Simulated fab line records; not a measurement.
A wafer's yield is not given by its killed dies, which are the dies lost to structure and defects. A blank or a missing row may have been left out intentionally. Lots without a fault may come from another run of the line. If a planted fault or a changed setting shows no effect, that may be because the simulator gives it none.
A lot that was struck, set against a sound lot	flow sky130	17 out of 708 route steps
Sound: the wafers L652.1, L652.4, L652.6. Struck: wafer L646.2 (left out: L646.4, a lot-mate that was not struck); the cause follows at the end.
For every step that has rows: the tool of each side, followed by ch and its chambers, followed by its first start. Under that, the readings that differ: sound wafers	struck wafers	difference of the means	sigmas: that difference in standard deviations of wafers without a fault.
alike: readings whose means differ by less than 2 such deviations, and words and numbers that are the same on both sides. not compared: withheld readings, readings that some wafer has no value for, bounds like >300 that may hide the same value, and numbers for which the record gives no deviation and whose values overlap.
A row with sigmas, a row that says differs or no value, or rows on one side alone: a step with any of these is where the two part. Numbers that don't overlap but have no deviation are shown without sigmas and don't part them. A reading missing from all wafers of one side parts the sides only when that side holds two or more wafers.

first, 2 steps without rows for these wafers: SKY_CONTACT_PEB_12; SKY_CONTACT_DEVELOP_13 (develop time 60 s).
SKY_CONTACT_CD_MEAS_14: target cd 170 nm.
  sound on cd sem-02 at day 37 19:40; struck on cd sem-02 at day 37 16:46
  alike: cd nm
SKY_CONTACT_OVL_MEAS_15:
  sound on overlay-01 at day 37 19:47; struck on overlay-01 at day 37 16:53
  alike: CONTACT_OVL
SKY_CONTACT_ETCH_16: etches BARC in N2/H2, stops on SiO2, time 45.9 s, target depth 60 nm.
  sound on rie diel-02 ch 1,2,3, day 37 19:49; struck on rie diel-01 ch 1, day 37 16:55
reading	sound	struck	difference	sigmas
drypump motor current A (A)	5.6 6.3 5.9	4.8	-1.1	-2
  alike: oes product au, throttle valve pct
  not compared: rf hours counter h
SKY_CONTACT_ETCH_17: etches SiO2 in C4F8/O2/Ar, stops on Si3N4, target depth 340 nm.
  sound on rie diel-02 ch 1,2,3, day 37 19:51; struck on rie diel-01 ch 1, day 37 16:57
  alike: oes product au
SKY_CONTACT_ETCH_18: etches Si3N4 in CHF3/O2, stops on TiN, time 39 s, target depth 75 nm.
  sound: rie diel-02 ch 1,2,3; struck: rie diel-01 ch 1
reading	sound	struck	difference	sigmas
drypump motor current A (A)	5.6 6.2 5.9	4.9	-1.0	-2
oes product au (a.u.)	0.856 0.864 0.874	0.845	-0.020	-3
  alike: throttle valve pct
  not compared: rf hours counter h
SKY_CONTACT_STRIP_19: strips in O2/N2.
  sound on plasma asher-03 ch 0, day 37 19:56; struck on plasma asher-01 ch 1, day 37 17:02
  alike: drypump motor current A, oes product au, strip time to endpoint s
  not compared: rf hours counter h
then, 3 steps without rows for these wafers: SKY_CONTACT_STRIP_20 (strips in post etch residue remover, time 1200 s); SKY_CONTACT_CLEAN_21 (cleans in IPA, time 180 s); SKY_CONTACT_CLEAN_22 (cleans in O3/DIW).
SKY_CONTACT_SPUTTER_23: material TiN, target thk 20 nm, time 80 s.
  sound on pvd sputter-02 at day 37 20:49; struck on pvd sputter-01 at day 37 17:51
  alike: throttle valve pct
SKY_CONTACT_CVD_24: deposits W, target thk 340 nm, time 102.12 s.
  sound on cvd w-02 ch 0,1, day 37 20:56; struck on cvd w-01 ch 1, day 37 17:55
reading	sound	struck	difference	sigmas
chamber pressure Torr (Torr)	39.88 39.91 40.04	40.15	+0.21	+2
heater power outer w (W)	592 598 536	472	-103	-2
model.W_of_CONTACT_CVD_24.thk nm (nm)	338.1 336.9 339.1	360.7	+22.7	
  alike: heater power w
SKY_CONTACT_RS_MEAS_25: measures by four-point-probe.
  sound on film metro-01 at day 37 21:07; struck on film metro-04 at day 37 18:02
reading	sound	struck	difference	sigmas
CONTACT_W_RS (ohm/sq)	0.340 0.341 0.339	0.319	-0.021	-6
SKY_CONTACT_THK_MEAS_26: measures by xrf.
  sound on film metro-01 at day 37 21:14; struck on film metro-04 at day 37 18:09
reading	sound	struck	difference	sigmas
CONTACT_W_THK (nm)	345 341 345	370	+26	+6
then, 1 step without rows for these wafers: SKY_CONTACT_CMP_27 (polishes, stops on SiO2, t overpolish 15 s, target thk 0 nm).
-- the record jumps here: 13 days lie between the struck wafers' starts before and after (it left off in module CONTACT and takes up again in module PAD_OPEN, whose first step shown is number 708 of the route) --
SKY_PAD_OPEN_PROBE_99:
  sound on prober-01 at day 50 09:49; struck on prober-02 at day 50 06:40
  alike: killed_at_M0_to_M3, killed_at_M4_up, killed at contacts, killed at front end, killed at other, killed dies, killed open, killed short

## WHERE THEY PART
At SKY_CONTACT_ETCH_16 first; at SKY_CONTACT_THK_MEAS_26 last (within this record only). Later steps at which nothing parts them and some readings are alike: SKY_PAD_OPEN_PROBE_99.

WHY: the cause the simulator had injected
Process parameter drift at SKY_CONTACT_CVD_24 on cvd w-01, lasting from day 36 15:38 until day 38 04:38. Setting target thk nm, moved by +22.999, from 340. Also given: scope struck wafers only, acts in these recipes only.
